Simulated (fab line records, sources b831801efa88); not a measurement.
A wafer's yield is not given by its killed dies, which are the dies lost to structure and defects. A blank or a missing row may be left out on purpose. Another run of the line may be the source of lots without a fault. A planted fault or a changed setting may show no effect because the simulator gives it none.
Matching of chambers / flow gf180mcu / 4 sister chambers for GF_V1_CMP_26 on cmp-02
The step polishes, stops on SiO2, t overpolish 15 s, target thk 0 nm. 14 wafers are shown with their chamber, then 7 later ones without.

== WAFERS WITH THEIR CHAMBER ==
wafer=L343.3; chamber=3; motor_current_A (A)=12.2; head_pressure_psi (psi)=3.497; time_to_endpoint_s (s)=83
wafer=L343.4; chamber=2; motor_current_A (A)=12.8; head_pressure_psi (psi)=3.505; time_to_endpoint_s (s)=83
wafer=L343.5; chamber=1; motor_current_A (A)=10.9; head_pressure_psi (psi)=3.485; time_to_endpoint_s (s)=83
wafer=L345.1; chamber=3; motor_current_A (A)=12.2; head_pressure_psi (psi)=3.487; time_to_endpoint_s (s)=79
wafer=L345.2; chamber=1; motor_current_A (A)=11.2; head_pressure_psi (psi)=3.485; time_to_endpoint_s (s)=84
wafer=L345.4; chamber=0; motor_current_A (A)=10.5; head_pressure_psi (psi)=3.502; time_to_endpoint_s (s)=86
wafer=L357.1; chamber=0; motor_current_A (A)=10.8; head_pressure_psi (psi)=3.502; time_to_endpoint_s (s)=87
wafer=L357.2; chamber=2; motor_current_A (A)=13.2; head_pressure_psi (psi)=3.513; time_to_endpoint_s (s)=83
wafer=L357.5; chamber=1; motor_current_A (A)=11.3; head_pressure_psi (psi)=3.489; time_to_endpoint_s (s)=86
wafer=L358.3; chamber=3; motor_current_A (A)=12.6; head_pressure_psi (psi)=3.489; time_to_endpoint_s (s)=87
wafer=L358.4; chamber=1; motor_current_A (A)=11.2; head_pressure_psi (psi)=3.498; time_to_endpoint_s (s)=86
wafer=L358.6; chamber=3; motor_current_A (A)=12.3; head_pressure_psi (psi)=3.492; time_to_endpoint_s (s)=88
wafer=L361.3; chamber=1; motor_current_A (A)=11.5; head_pressure_psi (psi)=3.497; time_to_endpoint_s (s)=82
wafer=L361.4; chamber=2; motor_current_A (A)=12.6; head_pressure_psi (psi)=3.507; time_to_endpoint_s (s)=84

SIGNATURES (means of the wafers above)
reading=motor_current_A; chamber 0=10.650; chamber 1=11.220; chamber 2=12.867; chamber 3=12.325; scatter within a chamber=0.23
reading=head_pressure_psi; chamber 0=3.50200; chamber 1=3.49080; chamber 2=3.50833; chamber 3=3.49125; scatter within a chamber=0.00502
reading=time_to_endpoint_s; chamber 0=86.50; chamber 1=84.20; chamber 2=83.33; chamber 3=84.25; scatter within a chamber=2.54
Rule: distance of a wafer from a chamber = root of the sum over the readings of ((wafer's reading minus chamber's mean) / reading's scatter) squared. The wafer belongs to the nearest chamber; if the next one is less than 2 further off, it can't be placed. The scatter: the root of (the sum of the squares of (reading less its chamber's mean) over the shown wafers, divided by (wafers less chambers)).

== WAFERS WHOSE CHAMBER IS MISSING ==
wafer=L361.5; motor_current_A (A)=10.9; head_pressure_psi (psi)=3.500; time_to_endpoint_s (s)=83
wafer=L364.1; motor_current_A (A)=12.9; head_pressure_psi (psi)=3.501; time_to_endpoint_s (s)=83
wafer=L364.2; motor_current_A (A)=12.7; head_pressure_psi (psi)=3.490; time_to_endpoint_s (s)=85
wafer=L364.3; motor_current_A (A)=10.6; head_pressure_psi (psi)=3.498; time_to_endpoint_s (s)=87
wafer=L365.2; motor_current_A (A)=11.1; head_pressure_psi (psi)=3.494; time_to_endpoint_s (s)=82
wafer=L365.5; motor_current_A (A)=11.9; head_pressure_psi (psi)=3.492; time_to_endpoint_s (s)=84
wafer=L365.6; motor_current_A (A)=12.7; head_pressure_psi (psi)=3.497; time_to_endpoint_s (s)=85

== CHAMBER TAKEN BY EACH ==
wafer=L361.5; from the rows above=can't be placed: 0 or 1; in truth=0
wafer=L364.1; from the rows above=can't be placed: 2 or 3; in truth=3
wafer=L364.2; from the rows above=3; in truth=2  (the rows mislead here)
wafer=L364.3; from the rows above=0; in truth=0
wafer=L365.2; from the rows above=can't be placed: 1 or 0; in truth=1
wafer=L365.5; from the rows above=can't be placed: 3 or 1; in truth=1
wafer=L365.6; from the rows above=can't be placed: 3 or 2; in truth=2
Correctly placed: 1 of 7. Cannot be placed on the basis of these rows: 5; the candidates contain the true chamber in 5. Wrongly placed: 1.
